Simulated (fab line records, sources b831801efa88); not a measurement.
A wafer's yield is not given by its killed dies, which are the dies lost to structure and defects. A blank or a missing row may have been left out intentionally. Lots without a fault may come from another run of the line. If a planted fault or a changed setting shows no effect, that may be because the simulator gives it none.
Matching of chambers / flow sky130 / SKY_SPACER_ETCHBACK_02 on rie diel-03: 4 sister chambers
The step etches Si3N4 in CH3F/O2, stops on SiO2, time 46.7 s, target depth 45 nm. 4 wafers are shown with their chamber, then 7 later ones without.

## WAFERS PAIRED WITH THEIR CHAMBERS
wafer=L319.3; chamber=1; drypump motor current A (A)=5.7
wafer=L321.4; chamber=3; drypump motor current A (A)=6.2
wafer=L326.1; chamber=2; drypump motor current A (A)=6.2
wafer=L326.2; chamber=0; drypump motor current A (A)=5.3

## WAFERS WITHOUT THEIR CHAMBER
wafer=L326.4; drypump motor current A (A)=5.8
wafer=L332.2; drypump motor current A (A)=6.2
wafer=L332.3; drypump motor current A (A)=5.7
wafer=L332.6; drypump motor current A (A)=6.2
wafer=L335.3; drypump motor current A (A)=6.2
wafer=L335.5; drypump motor current A (A)=6.2
wafer=L335.6; drypump motor current A (A)=6.2

## WHICH CHAMBER EACH WENT THROUGH
wafer=L326.4; from the rows above=1; in truth=1
wafer=L332.2; from the rows above=can't be placed: 2 or 3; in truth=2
wafer=L332.3; from the rows above=1; in truth=1
wafer=L332.6; from the rows above=can't be placed: 2 or 3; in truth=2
wafer=L335.3; from the rows above=can't be placed: 2 or 3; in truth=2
wafer=L335.5; from the rows above=can't be placed: 2 or 3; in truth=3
wafer=L335.6; from the rows above=can't be placed: 2 or 3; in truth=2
Correct placement for 2 of the 7. Cannot be placed on the basis of these rows: 5; the candidates contain the true chamber in 5. Placed wrongly: 0.
How it was worked out, from the rows above alone: a wafer's distance from a chamber is the root of the sum, over the readings, of the square of ((its reading less the chamber's mean) divided by the reading's scatter). The wafer belongs to the nearest chamber; if the next one is less than 2 further off, it can't be placed. The mean given for a chamber averages the wafers shown for that chamber. The scatter: with one shown wafer a chamber, the root of the mean of the squares of how far each hidden wafer lies from its nearest shown one.
